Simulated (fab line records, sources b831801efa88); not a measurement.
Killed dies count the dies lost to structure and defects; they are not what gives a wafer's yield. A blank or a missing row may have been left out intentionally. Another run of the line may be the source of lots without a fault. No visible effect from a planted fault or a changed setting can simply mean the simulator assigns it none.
fab line records	flow sky130	part 1 of 2: steps 1 to 42 of 43
record lots=6	wafers=18	last_day=49
route steps=708 shown VIA3@590 METAL4@598 CAP2M@603 PAD_OPEN@708
lots with no fault: from the same line, run without faults
start_h: hours from the record's first day to the start of the lot's first wafer shown	wait_h: time in hours since the lot's previous step	" the same as in the row above	L1.1+2: one row covering several wafers at once	- no value, or no start given	* or withheld: withheld	< > ~ a bound
route shown NAME@n: names a module that has steps shown in the file, with the first one's number in the route	usual: the fault-free wafers' mean and standard deviation	same: alike in all rows	chamber/n: place in a boat	sites: readings site by site	_std_site: standard deviation of those values	_edge_site: the outer-site mean with the inner-site mean subtracted	radius_mm: how far each site lies from the wafer's centre	mask NAME#n: copy n	behind: the tool/chamber that last shaped the wafer	hold: why the lot was held/for how many hours/how that ended	device: whichever transistor did not switch (one of n, p or np)	end of line: the route-end tests of the same wafers	for a step that has no rows: nothing shown but its recipe	killed: dies lost to structure and defects at the first sort, not the wafer's yield	map: dies across one wafer; x = killed, . = not, _ = none there
set.NAME: the setting that was run; set.NAME@STEP: the one run at that earlier step	model.NAME: the simulator's own value behind a step, which no gauge read
a table for each step, a row for each wafer; lots at some steps of the route
services: when a tool's chamber went out of use (start_h, in hours from the record's first day, below 0 if earlier), for how many hours, and the reason
## steps
# step SKY_VIA3_STRIP_17
# recipe chemistry=post_etch_residue_remover	time_s=1200	temp_c=72.5
# step SKY_VIA3_CLEAN_18
# recipe chemistry=IPA	time_s=180	temp_c=25
# step SKY_VIA3_CLEAN_19
# recipe chemistry=O3/DIW	dry=n2_spin
# step SKY_VIA3_SPUTTER_20
# recipe material=TiN	target_thk_nm=20	chamber_pressure_pa=5	power_w=4000	time_s=80
# step SKY_VIA3_CVD_21
# recipe material=W	target_thk_nm=390	time_s=117.31	temp_c=400	pressure_torr=40
# usual heater_power_outer_w=508/16	heater_power_w=861/24
lot.wafer	tool	chamber	start_h	wait_h	heater_power_outer_w	heater_power_w
L492.1	cvd_w-02	1	945.47	0.0	492	803
L492.3	"	0	"	"	539	856
L492.4	"	1	"	"	484	821
L493.1	cvd_w-01	0	953.95	0.0	497	864
L493.2	"	1	"	"	496	866
L493.5	"	0	"	"	493	858
L497.1	cvd_w-02	1	991.42	0.0	473	799
L497.3	"	0	"	"	547	848
L497.5	"	1	"	"	472	797
L498.1	cvd_w-02	1	996.35	0.0	486	815
L498.3	"	1	"	"	477	810
L498.5	"	1	"	"	475	781
L499.1	cvd_w-01	0	1000.42	0.0	503	859
L499.3	"	1	"	"	515	873
L499.5	"	1	"	"	514	886
L509.1	cvd_w-01	0	1066.73	0.0	489	883
L509.3	"	1	"	"	510	861
L509.5	"	1	"	"	509	879
# step SKY_VIA3_RS_MEAS_22
# recipe thk_meas_gauge=four-point-probe	reads=W_of_VIA3_CVD_21+TiN_of_VIA3_SPUTTER_20
# usual VIA3_W_RS=0.2948/0.0029
lot.wafer	tool	chamber	start_h	wait_h	VIA3_W_RS[ohm/sq]
L492.1	film_metro-02	-	945.60	0.1	0.2931
L492.3	"	-	"	"	0.2913
L492.4	"	-	"	"	0.2952
L493.1	film_metro-02	-	954.07	0.1	0.2981
L493.2	"	-	"	"	0.2980
L493.5	"	-	"	"	0.3015
L497.1	film_metro-02	-	991.55	0.1	0.2948
L497.3	"	-	"	"	0.2952
L497.5	"	-	"	"	0.2957
L498.1	film_metro-02	-	996.48	0.1	0.3004
L498.3	"	-	"	"	0.2980
L498.5	"	-	"	"	0.2972
L499.1	film_metro-03	-	1000.55	0.1	0.2959
L499.3	"	-	"	"	0.2942
L499.5	"	-	"	"	0.2937
L509.1	film_metro-03	-	1066.85	0.1	0.2980
L509.3	"	-	"	"	0.2934
L509.5	"	-	"	"	0.2936
# step SKY_VIA3_THK_MEAS_23
# recipe thk_meas_gauge=xrf	reads=W_of_VIA3_CVD_21
# usual VIA3_W_THK=399/5.6
lot.wafer	tool	chamber	start_h	wait_h	VIA3_W_THK[nm]
L492.1	film_metro-02	-	945.72	0.1	410
L492.3	"	-	"	"	414
L492.4	"	-	"	"	407
L493.1	film_metro-02	-	954.19	0.1	400
L493.2	"	-	"	"	400
L493.5	"	-	"	"	399
L497.1	film_metro-02	-	991.67	0.1	404
L497.3	"	-	"	"	405
L497.5	"	-	"	"	404
L498.1	film_metro-02	-	996.60	0.1	397
L498.3	"	-	"	"	400
L498.5	"	-	"	"	399
L499.1	film_metro-03	-	1000.67	0.1	394
L499.3	"	-	"	"	393
L499.5	"	-	"	"	396
L509.1	film_metro-03	-	1066.97	0.1	387
L509.3	"	-	"	"	393
L509.5	"	-	"	"	392
# step SKY_VIA3_CMP_24
# recipe stop_on=SiO2	t_overpolish_s=20	down_force_psi=3.5	platen_rpm=60	target_thk_nm=0	pad_velocity_m_s=0.94248
# step SKY_METAL4_SPUTTER_00
# recipe material=Ti	target_thk_nm=15	power_w=3000	time_s=10	chamber_pressure_pa=0.4
# step SKY_METAL4_SPUTTER_01
# recipe material=TiN	target_thk_nm=20	power_w=6500	time_s=16.7	chamber_pressure_pa=0.4
# step SKY_METAL4_SPUTTER_02
# recipe material=AlCu	target_thk_nm=735	power_w=10600	time_s=39.1	chamber_pressure_pa=0.4
# usual throttle_valve_pct=30.5/1.1
lot.wafer	tool	chamber	start_h	wait_h	throttle_valve_pct
L492.1	pvd_sputter-03	-	946.12	0.0	30.1
L492.3	"	-	"	"	30.6
L492.4	"	-	"	"	30.7
L493.1	pvd_sputter-02	-	954.94	0.0	29.3
L493.2	"	-	"	"	29.9
L493.5	"	-	"	"	29.9
L497.1	pvd_sputter-02	-	992.07	0.0	31.1
L497.3	"	-	"	"	29.3
L497.5	"	-	"	"	32.9
L498.1	pvd_sputter-04	-	997.00	0.0	29.9
L498.3	"	-	"	"	31.8
L498.5	"	-	"	"	29.8
L499.1	pvd_sputter-02	-	1001.08	0.0	30.0
L499.3	"	-	"	"	31.3
L499.5	"	-	"	"	29.8
L509.1	pvd_sputter-04	-	1067.38	0.0	31.6
L509.3	"	-	"	"	30.2
L509.5	"	-	"	"	28.5
# step SKY_METAL4_SPUTTER_03
# recipe material=Ti	target_thk_nm=5	power_w=3000	time_s=3.3	chamber_pressure_pa=0.4
# step SKY_METAL4_SPUTTER_04
# recipe material=TiN	target_thk_nm=70	power_w=6500	time_s=58.3	chamber_pressure_pa=0.4
# usual throttle_valve_pct=30.5/1.1
lot.wafer	tool	chamber	start_h	wait_h	throttle_valve_pct
L492.1	pvd_sputter-03	-	946.18	0.0	30.1
L492.3	"	-	"	"	30.5
L492.4	"	-	"	"	31.1
L493.1	pvd_sputter-02	-	954.99	0.0	29.5
L493.2	"	-	"	"	29.7
L493.5	"	-	"	"	29.9
L497.1	pvd_sputter-02	-	992.13	0.0	31.2
L497.3	"	-	"	"	29.4
L497.5	"	-	"	"	33.0
L498.1	pvd_sputter-04	-	997.06	0.0	30.1
L498.3	"	-	"	"	31.8
L498.5	"	-	"	"	30.0
L499.1	pvd_sputter-02	-	1001.13	0.0	29.6
L499.3	"	-	"	"	31.2
L499.5	"	-	"	"	29.7
L509.1	pvd_sputter-04	-	1067.44	0.0	31.5
L509.3	"	-	"	"	29.5
L509.5	"	-	"	"	28.6
# step SKY_CAP2M_CVD_00
# recipe material=SiO2	target_thk_nm=15.5	temp_c=400	time_s=withheld	rf_w=450
# step SKY_CAP2M_THK_MEAS_01
# recipe reads=SiO2_of_CAP2M_CVD_00
# usual CAP2M_CVD_00_THK=15.48/0.26
lot.wafer	tool	chamber	start_h	wait_h	CAP2M_CVD_00_THK[nm]
L492.1	film_metro-03	-	946.25	-	15.20
L492.3	"	-	"	"	15.10
L492.4	"	-	"	"	15.66
L493.1	film_metro-02	-	955.06	-	15.37
L493.2	"	-	"	"	15.49
L493.5	"	-	"	"	15.33
L497.1	film_metro-04	-	992.21	-	15.33
L497.3	"	-	"	"	15.66
L497.5	"	-	"	"	15.69
L498.1	film_metro-02	-	997.13	-	15.63
L498.3	"	-	"	"	15.56
L498.5	"	-	"	"	15.60
L499.1	film_metro-03	-	1001.20	-	15.75
L499.3	"	-	"	"	15.52
L499.5	"	-	"	"	15.68
L509.1	film_metro-03	-	1067.51	-	15.37
L509.3	"	-	"	"	15.00
L509.5	"	-	"	"	15.44
# step SKY_CAP2M_SPUTTER_02
# recipe material=TiN	target_thk_nm=200	temp_c=300	power_w=6500	time_s=166.7	chamber_pressure_pa=0.4
# usual substrate_temp_c=300.02/0.19	throttle_valve_pct=30.2/0.87
lot.wafer	tool	chamber	start_h	wait_h	substrate_temp_c	throttle_valve_pct
L492.1	pvd_sputter-04	-	946.31	0.1	299.99	30.2
L492.3	"	-	"	"	299.87	28.5
L492.4	"	-	"	"	300.37	30.0
L493.1	pvd_sputter-01	-	955.12	0.1	299.85	29.3
L493.2	"	-	"	"	300.27	30.7
L493.5	"	-	"	"	300.14	30.7
L497.1	pvd_sputter-01	-	992.27	0.1	300.10	30.5
L497.3	"	-	"	"	299.83	30.0
L497.5	"	-	"	"	300.16	30.4
L498.1	pvd_sputter-02	-	997.19	0.1	299.67	30.9
L498.3	"	-	"	"	300.23	29.7
L498.5	"	-	"	"	300.14	30.0
L499.1	pvd_sputter-01	-	1001.26	0.1	300.22	30.4
L499.3	"	-	"	"	299.77	30.5
L499.5	"	-	"	"	299.85	30.6
L509.1	pvd_sputter-01	-	1067.57	0.1	300.10	29.3
L509.3	"	-	"	"	300.08	30.3
L509.5	"	-	"	"	300.12	29.3
# step SKY_CAP2M_RS_MEAS_03
# recipe thk_meas_gauge=four-point-probe	reads=TiN_of_CAP2M_SPUTTER_02
# usual CAP2M_TIN_RS=6.91/0.065
lot.wafer	tool	chamber	start_h	wait_h	CAP2M_TIN_RS[ohm/sq]
L492.1	film_metro-04	-	946.42	0.1	6.87
L492.3	"	-	"	"	6.88
L492.4	"	-	"	"	6.94
L493.1	film_metro-03	-	955.23	0.1	6.91
L493.2	"	-	"	"	6.92
L493.5	"	-	"	"	7.00
L497.1	film_metro-03	-	992.38	0.1	6.98
L497.3	"	-	"	"	6.95
L497.5	"	-	"	"	6.99
L498.1	film_metro-04	-	997.30	0.1	6.96
L498.3	"	-	"	"	6.87
L498.5	"	-	"	"	6.92
L499.1	film_metro-04	-	1001.37	0.1	6.88
L499.3	"	-	"	"	6.86
L499.5	"	-	"	"	6.91
L509.1	film_metro-04	-	1067.68	0.1	6.89
L509.3	"	-	"	"	6.97
L509.5	"	-	"	"	6.91
# step SKY_CAP2M_THK_MEAS_04
# recipe thk_meas_gauge=xrf	reads=TiN_of_CAP2M_SPUTTER_02
# usual CAP2M_TIN_THK=200.0/2.2
lot.wafer	tool	chamber	start_h	wait_h	CAP2M_TIN_THK[nm]
L492.1	film_metro-04	-	946.54	0.1	200.1
L492.3	"	-	"	"	200.0
L492.4	"	-	"	"	197.5
L493.1	film_metro-03	-	955.35	0.1	201.2
L493.2	"	-	"	"	200.2
L493.5	"	-	"	"	197.6
L497.1	film_metro-03	-	992.50	0.1	199.0
L497.3	"	-	"	"	199.6
L497.5	"	-	"	"	198.0
L498.1	film_metro-04	-	997.42	0.1	196.8
L498.3	"	-	"	"	200.2
L498.5	"	-	"	"	198.8
L499.1	film_metro-04	-	1001.49	0.1	199.8
L499.3	"	-	"	"	200.3
L499.5	"	-	"	"	199.7
L509.1	film_metro-04	-	1067.80	0.1	200.3
L509.3	"	-	"	"	198.2
L509.5	"	-	"	"	199.6
# step SKY_CAP2M_DEHYDRATE_05
# recipe temp_c=200	time_s=60
# step SKY_CAP2M_HMDS_06
# recipe prime_time_s=60	prime_temp_c=120
# step SKY_CAP2M_COAT_07
# recipe resist=NOVOLAK	spin_rpm=3000	resist_thk_nm=1140
# step SKY_CAP2M_SOFTBAKE_08
# recipe temp_c=90	time_s=60	resist=NOVOLAK
# step SKY_CAP2M_EXPOSE_09
# recipe mask_id=CAP2M	na=0.6	source_shape=conventional	sigma_outer=0.6	polarization=unpolarized	target_cd_nm=1000	dose_mj=159
# step SKY_CAP2M_PEB_10
# recipe temp_c=withheld	time_s=*	resist=NOVOLAK
# step SKY_CAP2M_DEVELOP_11
# recipe resist=NOVOLAK	developer=TMAH	develop_time_s=60	dev_temp_c=23
# step SKY_CAP2M_OVL_MEAS_12
# usual CAP2M_OVL=0.3/1.4
lot.wafer	tool	chamber	start_h	wait_h	CAP2M_OVL[nm]
L492.1	overlay-02	-	970.09	0.1	-1.2
L492.3	"	-	"	"	0.9
L492.4	"	-	"	"	-1.1
L493.1	overlay-02	-	978.52	0.1	0.7
L493.2	"	-	"	"	0.1
L493.5	"	-	"	"	-0.4
L497.1	overlay-01	-	1015.04	0.1	-1.0
L497.3	"	-	"	"	-1.2
L497.5	"	-	"	"	-2.6
L498.1	overlay-02	-	1020.47	0.1	-2.1
L498.3	"	-	"	"	-2.7
L498.5	"	-	"	"	-1.2
L499.1	overlay-02	-	1024.22	0.1	2.4
L499.3	"	-	"	"	1.0
L499.5	"	-	"	"	1.6
L509.1	overlay-01	-	1088.09	0.1	-3.0
L509.3	"	-	"	"	2.2
L509.5	"	-	"	"	-1.2
# step SKY_CAP2M_METAL_ETCH_13
# recipe target_depth_nm=220	stop_on=SiO2	chemistry=Cl2/BCl3	target=TiN	pressure_mtorr=10	icp_w=900	bias_w=48.5	Cl2_flow_sccm=60	bcl3_flow_sccm=30	time_s=62.9
# usual chamber_pressure_mTorr=10.000/0.0096	drypump_motor_current_A=5.5/0.39	he_backside_leak_sccm=3.28/0.25	oes_product_au=0.942/0.0072	throttle_valve_pct=21.902/0.0095
lot.wafer	tool	chamber	start_h	wait_h	chamber_pressure_mTorr	drypump_motor_current_A	he_backside_leak_sccm	oes_product_au	rf_hours_counter_h	throttle_valve_pct
L492.1	rie_metal-02	0	970.13	0.0	10.004	5.7	3.27	0.942	2	21.881
L492.3	"	0	"	"	10.003	5.7	3.07	0.934	-	21.912
L492.4	"	1	"	"	9.990	5.2	3.20	0.933	-	21.896
L493.1	rie_metal-01	0	978.56	0.0	9.998	5.1	3.48	0.939	19	21.898
L493.2	"	1	"	"	10.006	5.6	3.48	0.939	7	21.902
L493.5	"	1	"	"	9.985	5.6	3.52	0.939	-	21.884
L497.1	rie_metal-04	1	1015.08	0.0	10.001	5.1	3.25	0.931	18	21.897
L497.3	"	1	"	"	9.995	5.1	3.02	0.942	-	21.909
L497.5	"	1	"	"	9.997	5.1	3.22	0.940	-	21.909
L498.1	rie_metal-02	1	1020.51	0.0	9.986	5.3	3.31	0.937	9	21.895
L498.3	"	0	"	"	9.996	5.7	2.95	0.943	-	21.883
L498.5	"	0	"	"	10.004	5.7	2.91	0.941	-	21.899
L499.1	rie_metal-04	1	1024.26	0.0	10.004	5.1	3.21	0.952	19	21.905
L499.3	"	1	"	"	9.995	5.1	3.24	0.947	-	21.872
L499.5	"	1	"	"	9.996	5.1	3.22	0.951	-	21.907
L509.1	rie_metal-02	0	1088.13	0.0	9.997	5.7	3.27	0.948	9	21.907
L509.3	"	0	"	"	9.998	5.7	3.08	0.933	-	21.902
L509.5	"	1	"	"	9.989	5.2	3.34	0.945	-	21.907
# step SKY_CAP2M_STRIP_14
# recipe chemistry=O2/N2	power_w=1400	pressure_mtorr=1500	platen_temp_c=withheld	o2_flow_sccm=3000	n2_flow_sccm=300	overash_fraction=0.5
# usual chamber_pressure_mTorr=1500.0/1.2	drypump_motor_current_A=5.7/0.34	oes_product_au=0.710/0.0048	strip_time_to_endpoint_s=12.66/0.052
lot.wafer	tool	chamber	start_h	wait_h	chamber_pressure_mTorr	drypump_motor_current_A	oes_product_au	rf_hours_counter_h	strip_time_to_endpoint_s
L492.1	plasma_asher-02	1	970.21	0.1	1499.6	6.2	0.717	85	12.77
L492.3	"	1	"	"	1501.0	6.2	0.711	-	12.75
L492.4	"	0	"	"	1499.0	5.5	0.713	-	12.79
L493.1	plasma_asher-01	0	978.64	0.1	1500.5	5.8	0.709	116	12.67
L493.2	"	1	"	"	1499.6	5.1	0.709	116	12.68
L493.5	"	0	"	"	1499.6	5.8	0.710	-	12.67
L497.1	plasma_asher-02	1	1015.23	0.1	1500.3	6.1	0.706	90	12.65
L497.3	"	1	"	"	1500.8	6.2	0.712	-	12.65
L497.5	"	0	"	"	1501.1	5.5	0.709	-	12.66
L498.1	plasma_asher-02	1	1020.59	0.1	1498.9	6.2	0.714	90	12.70
L498.3	"	1	"	"	1500.2	6.1	0.713	-	12.66
L498.5	"	0	"	"	1501.8	5.5	0.711	-	12.56
L499.1	plasma_asher-02	1	1024.42	0.1	1500.8	6.2	0.702	91	12.67
L499.3	"	1	"	"	1500.6	6.1	0.704	-	12.67
L499.5	"	1	"	"	1500.4	6.1	0.717	-	12.69
L509.1	plasma_asher-03	0	1088.21	0.1	1501.3	5.5	0.713	65	12.61
L509.3	"	0	"	"	1498.4	5.5	0.712	-	12.61
L509.5	"	0	"	"	1498.8	5.5	0.704	-	12.67
# step SKY_CAP2M_STRIP_15
# recipe chemistry=post_etch_residue_remover	time_s=1200	temp_c=72.5
# step SKY_CAP2M_CLEAN_16
# recipe chemistry=IPA	time_s=180	temp_c=25
# step SKY_CAP2M_CLEAN_17
# recipe chemistry=O3/DIW	dry=n2_spin
# step SKY_METAL4_DEHYDRATE_05
# recipe temp_c=200	time_s=60
# step SKY_METAL4_HMDS_06
# recipe prime_time_s=60	prime_temp_c=120
# step SKY_METAL4_COAT_07
# recipe resist=BARC	temp_c=withheld	time_s=withheld	spin_rpm=3000	resist_thk_nm=60
# step SKY_METAL4_COAT_08
# recipe resist=KrF-thick	spin_rpm=3000	resist_thk_nm=1140
# step SKY_METAL4_SOFTBAKE_09
# recipe temp_c=100	time_s=90	resist=KrF-thick
# step SKY_METAL4_EXPOSE_10
# recipe mask_id=MM4	na=0.68	source_shape=annular	sigma_inner=0.4	sigma_outer=0.8	target_cd_nm=300	dose_mj=28
# step SKY_METAL4_PEB_11
# recipe peb_temp_c=withheld	peb_time_s=withheld	resist=KrF-thick
# step SKY_METAL4_DEVELOP_12
# recipe develop_time_s=60	resist=KrF-thick	dev_temp_c=21
# step SKY_METAL4_CD_MEAS_13
# recipe target_cd_nm=300
# usual cd_nm=299.9/1.4
lot.wafer	tool	chamber	start_h	wait_h	cd_nm
L492.1	cd_sem-01	-	994.54	-	299.1
L492.3	"	-	"	"	299.0
L492.4	"	-	"	"	299.3
L493.1	cd_sem-02	-	1002.49	-	299.9
L493.2	"	-	"	"	300.3
L493.5	"	-	"	"	299.1
L497.1	cd_sem-01	-	1038.14	-	298.0
L497.3	"	-	"	"	298.8
L497.5	"	-	"	"	299.5
L498.1	cd_sem-01	-	1043.68	-	299.6
L498.3	"	-	"	"	298.5
L498.5	"	-	"	"	299.5
L499.1	cd_sem-02	-	1046.84	-	300.7
L499.3	"	-	"	"	302.3
L499.5	"	-	"	"	300.0
L509.1	cd_sem-01	-	1109.19	-	302.5
L509.3	"	-	"	"	301.4
L509.5	"	-	"	"	301.4
# step SKY_METAL4_OVL_MEAS_14
# usual METAL4_OVL=3/5.8
lot.wafer	tool	chamber	start_h	wait_h	METAL4_OVL[nm]
L492.1	overlay-01	-	994.66	0.1	-1
L492.3	"	-	"	"	4
L492.4	"	-	"	"	5
L493.1	overlay-02	-	1002.61	0.1	-4
L493.2	"	-	"	"	12
L493.5	"	-	"	"	1
L497.1	overlay-02	-	1038.26	0.1	-2
L497.3	"	-	"	"	-3
L497.5	"	-	"	"	-5
L498.1	overlay-02	-	1043.80	0.1	-2
L498.3	"	-	"	"	4
L498.5	"	-	"	"	2
L499.1	overlay-02	-	1046.96	0.1	5
L499.3	"	-	"	"	13
L499.5	"	-	"	"	6
L509.1	overlay-02	-	1109.31	0.1	1
L509.3	"	-	"	"	2
L509.5	"	-	"	"	4
# step SKY_METAL4_DESCUM_15
# recipe chemistry=O2	source_power_w=150	bias_power_w=0	pressure_mtorr=10	temp_c=40	time_s=8
